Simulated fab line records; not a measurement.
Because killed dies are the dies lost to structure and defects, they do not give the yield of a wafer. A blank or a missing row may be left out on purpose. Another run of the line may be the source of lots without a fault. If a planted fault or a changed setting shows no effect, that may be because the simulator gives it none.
Split-lot study :: flow sky130 :: 23 wafers read from 5 lots, route of 708 steps

== ABOUT THE SPLIT ==
At SKY_CAP2M_SPUTTER_02 (material TiN, target thk 200 nm, time 166.7 s), the setting powerW was moved away from the recipe's 6500 W on 10 of the 23 wafers read, by -10.9% to +5.9%. This setting was run at the recipe's value on the other wafers.

== FROM THE SPLIT TO THE READING: what the file shows between them, 3 steps ==
- SKY_CAP2M_RS_MEAS_03: measures by four-point-probe
- SKY_CAP2M_THK_MEAS_04: measures by xrf
- SKY_CAP2M_DEVELOP_11: develop time 60 s (also split here: devTempC)

== THE READING ==
oesProductAu, in a.u., at SKY_CAP2M_METAL_ETCH_13 (etches TiN in Cl2/BCl3, stops on SiO2, target depth 220 nm, time 62.9 s). A value of 0.939 a.u. with a standard deviation of 0.0072 a.u. is what fault-free wafers of this fab line usually give.

wafer: L077.1
tool, chamber at the split: pvdSputter-01, -
powerW as run, W: 6500
against the recipe: recipe
oesProductAu, a.u.: 0.937
against lot-mates on the recipe: -

wafer: L077.4
tool, chamber at the split: pvdSputter-01, -
powerW as run, W: 6500
against the recipe: recipe
oesProductAu, a.u.: 0.933
against lot-mates on the recipe: -

wafer: L077.6
tool, chamber at the split: pvdSputter-01, -
powerW as run, W: 6500
against the recipe: recipe
oesProductAu, a.u.: 0.930
against lot-mates on the recipe: -

wafer: L078.1
tool, chamber at the split: pvdSputter-02, -
powerW as run, W: 6500
against the recipe: recipe
oesProductAu, a.u.: 0.952
against lot-mates on the recipe: -

wafer: L078.2
tool, chamber at the split: pvdSputter-02, -
powerW as run, W: 6885
against the recipe: +5.9%
oesProductAu, a.u.: 0.973
against lot-mates on the recipe: +0.027

wafer: L078.4
tool, chamber at the split: pvdSputter-02, -
powerW as run, W: 6500
against the recipe: recipe
oesProductAu, a.u.: 0.945
against lot-mates on the recipe: -

wafer: L078.5
tool, chamber at the split: pvdSputter-02, -
powerW as run, W: 6885
against the recipe: +5.9%
oesProductAu, a.u.: 0.969
against lot-mates on the recipe: +0.023

wafer: L078.6
tool, chamber at the split: pvdSputter-02, -
powerW as run, W: 6500
against the recipe: recipe
oesProductAu, a.u.: 0.942
against lot-mates on the recipe: -

wafer: L081.1
tool, chamber at the split: pvdSputter-02, -
powerW as run, W: 6198
against the recipe: -4.6%
oesProductAu, a.u.: 0.922
against lot-mates on the recipe: -0.018

wafer: L081.2
tool, chamber at the split: pvdSputter-02, -
powerW as run, W: 6198
against the recipe: -4.6%
oesProductAu, a.u.: 0.913
against lot-mates on the recipe: -0.027

wafer: L081.3
tool, chamber at the split: pvdSputter-02, -
powerW as run, W: 6500
against the recipe: recipe
oesProductAu, a.u.: 0.940
against lot-mates on the recipe: -

wafer: L081.4
tool, chamber at the split: pvdSputter-02, -
powerW as run, W: 6500
against the recipe: recipe
oesProductAu, a.u.: 0.940
against lot-mates on the recipe: -

wafer: L081.5
tool, chamber at the split: pvdSputter-02, -
powerW as run, W: 6198
against the recipe: -4.6%
oesProductAu, a.u.: 0.909
against lot-mates on the recipe: -0.031

wafer: L083.1
tool, chamber at the split: pvdSputter-01, -
powerW as run, W: 6500
against the recipe: recipe
oesProductAu, a.u.: 0.945
against lot-mates on the recipe: -

wafer: L083.3
tool, chamber at the split: pvdSputter-01, -
powerW as run, W: 6500
against the recipe: recipe
oesProductAu, a.u.: 0.951
against lot-mates on the recipe: -

wafer: L083.4
tool, chamber at the split: pvdSputter-01, -
powerW as run, W: 6179
against the recipe: -4.9%
oesProductAu, a.u.: 0.924
against lot-mates on the recipe: -0.021

wafer: L083.5
tool, chamber at the split: pvdSputter-01, -
powerW as run, W: 6500
against the recipe: recipe
oesProductAu, a.u.: 0.940
against lot-mates on the recipe: -

wafer: L083.6
tool, chamber at the split: pvdSputter-01, -
powerW as run, W: 6179
against the recipe: -4.9%
oesProductAu, a.u.: 0.912
against lot-mates on the recipe: -0.033

wafer: L082.2
tool, chamber at the split: pvdSputter-03, -
powerW as run, W: 5790
against the recipe: -10.9%
oesProductAu, a.u.: 0.874
against lot-mates on the recipe: -0.065

wafer: L082.3
tool, chamber at the split: pvdSputter-03, -
powerW as run, W: 6500
against the recipe: recipe
oesProductAu, a.u.: 0.936
against lot-mates on the recipe: -

wafer: L082.4
tool, chamber at the split: pvdSputter-03, -
powerW as run, W: 5790
against the recipe: -10.9%
oesProductAu, a.u.: 0.875
against lot-mates on the recipe: -0.064

wafer: L082.5
tool, chamber at the split: pvdSputter-03, -
powerW as run, W: 5790
against the recipe: -10.9%
oesProductAu, a.u.: 0.878
against lot-mates on the recipe: -0.060

wafer: L082.6
tool, chamber at the split: pvdSputter-03, -
powerW as run, W: 6500
against the recipe: recipe
oesProductAu, a.u.: 0.941
against lot-mates on the recipe: -

THE FIT
A straight line over all 23 wafers: oesProductAu changes by +0.00568 a.u. for each +1% of powerW; r = +0.97; the points scatter about the line by 0.006 a.u.
The same after taking each lot's own level away (the mean of its wafers on the recipe; 23 wafers): +0.00539 a.u. for each +1%; r = +0.98; scatter 0.0046 a.u.
According to that fit, moving powerW by its largest amount changes the reading by 0.059 a.u.
The span of the lots' own levels, 0.9333 to 0.9463 a.u., comes to 1.8 times the standard deviation stated above.
The two slopes are in agreement: the lot-to-lot level therefore moves the slope only a little.
Check: -0.0589 a.u. against its lot-mates is what the line predicts for one of the wafers moved furthest among these (-10.9%) when that wafer is left out of the fit. It came out at -0.0645 a.u. against them.

== THE OTHER SPLITS THESE WAFERS WENT THROUGH ==
These wafers also went through other splits before the reading. Each is held against what the fit with the lots' levels taken away leaves over:
other split on the same wafers: SKY_METAL3_ETCH_17 timeS
wafers away from the commonest value: 5
r with oesProductAu (lot level and that fit taken away): +0.26

other split on the same wafers: SKY_VIA3_DEVELOP_11 devTempC
wafers away from the commonest value: 12
r with oesProductAu (lot level and that fit taken away): -0.02

other split on the same wafers: SKY_METAL4_SPUTTER_00 powerW
wafers away from the commonest value: 10
r with oesProductAu (lot level and that fit taken away): +0.44

other split on the same wafers: SKY_CAP2M_DEVELOP_11 devTempC
wafers away from the commonest value: 9
r with oesProductAu (lot level and that fit taken away): -0.35

== THE WHOLE CHAIN: every reading that the file lists as answering this split, in the file's order ==
step: SKY_CAP2M_SPUTTER_02
what it does: material TiN, target thk 200 nm, time 166.7 s
reading: TiN_of_CAP2M_SPUTTER_02.thkNm (the simulator's own value, which no gauge read)
change (the file's fit): +1.91 nm for each +1% of the setting
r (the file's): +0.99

step: SKY_CAP2M_RS_MEAS_03
what it does: measures by four-point-probe
reading: CAP2M_TIN_RS
change (the file's fit): -0.0737 for each +1% of the setting
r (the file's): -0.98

step: SKY_CAP2M_THK_MEAS_04
what it does: measures by xrf
reading: CAP2M_TIN_THK
change (the file's fit): +1.9 for each +1% of the setting
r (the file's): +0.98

step: SKY_CAP2M_METAL_ETCH_13
what it does: etches TiN in Cl2/BCl3, stops on SiO2, target depth 220 nm, time 62.9 s
reading: oesProductAu
change (the file's fit): +0.0054 a.u. for each +1% of the setting
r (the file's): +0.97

step: SKY_CAP2M_METAL_ETCH_13
what it does: etches TiN in Cl2/BCl3, stops on SiO2, target depth 220 nm, time 62.9 s
reading: CAP2M.featureDepthNm (the simulator's own value, which no gauge read)
change (the file's fit): +1.9 nm for each +1% of the setting
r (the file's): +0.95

== THE FILE'S OWN FIT ==
oesProductAu changes by +0.0054 a.u. for each +1% of powerW, r = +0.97.
